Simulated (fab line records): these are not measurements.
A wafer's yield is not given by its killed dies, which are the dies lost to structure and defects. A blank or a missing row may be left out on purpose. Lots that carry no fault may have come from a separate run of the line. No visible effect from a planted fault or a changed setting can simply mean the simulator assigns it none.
The tool behind it: which one?	flow sky130	at 1 step of a route of 708, 10 lots with 30 wafers sampled

## WHAT EACH GAUGE READ, for each wafer
SKY_CAP2M_OVL_MEAS_12.
lot	measured	on	CAP2M_OVL (nm)
L484	day 42 08:26	overlay-01	-0.5 -0.9 -0.5
L487	day 42 23:39	overlay-02	3.5 2.8 3.0
L488	day 43 02:07	overlay-01	1.1 0.5 1.2
L490	day 43 14:33	overlay-01	0.4 0.1 -0.1
L491	day 43 21:32	overlay-01	0.0 0.6 -0.2
L492	day 44 11:03	overlay-02	1.4 0.6 1.0
L502	day 47 00:07	overlay-01	-1.1 -1.1 -0.3
L503	day 47 01:08	overlay-01	1.0 0.6 2.6
L504	day 47 03:38	overlay-01	0.6 2.7 1.0
L505	day 47 11:40	overlay-02	0.9 1.3 0.5

## WHICH TOOL RAN EACH LOT (tool, then ch and the chambers of the sampled wafers, then the start)
No process step before these readings appears in the record.

## THE ANSWER, worked out from the rows above alone
Rule: usual is defined by the lots themselves. Put in order of their means at a reading, lots are off if they are a third of the lots or fewer, leave a main group of 4 or more, and stand apart from it by a gap of 3 or more times the standard deviation of the main group's means; of several such gaps the widest counts. A main group is skipped when, at the precision printed for the reading in the tables above, its means are all equal. Also off: a lot with no number at a reading for which 4 or more lots have one. Where the step has rows for the other lots, those lots are counted as sound.
Nothing can be told from this: no lot is off at any reading shown.

## WHAT THE SIMULATOR PUT IN
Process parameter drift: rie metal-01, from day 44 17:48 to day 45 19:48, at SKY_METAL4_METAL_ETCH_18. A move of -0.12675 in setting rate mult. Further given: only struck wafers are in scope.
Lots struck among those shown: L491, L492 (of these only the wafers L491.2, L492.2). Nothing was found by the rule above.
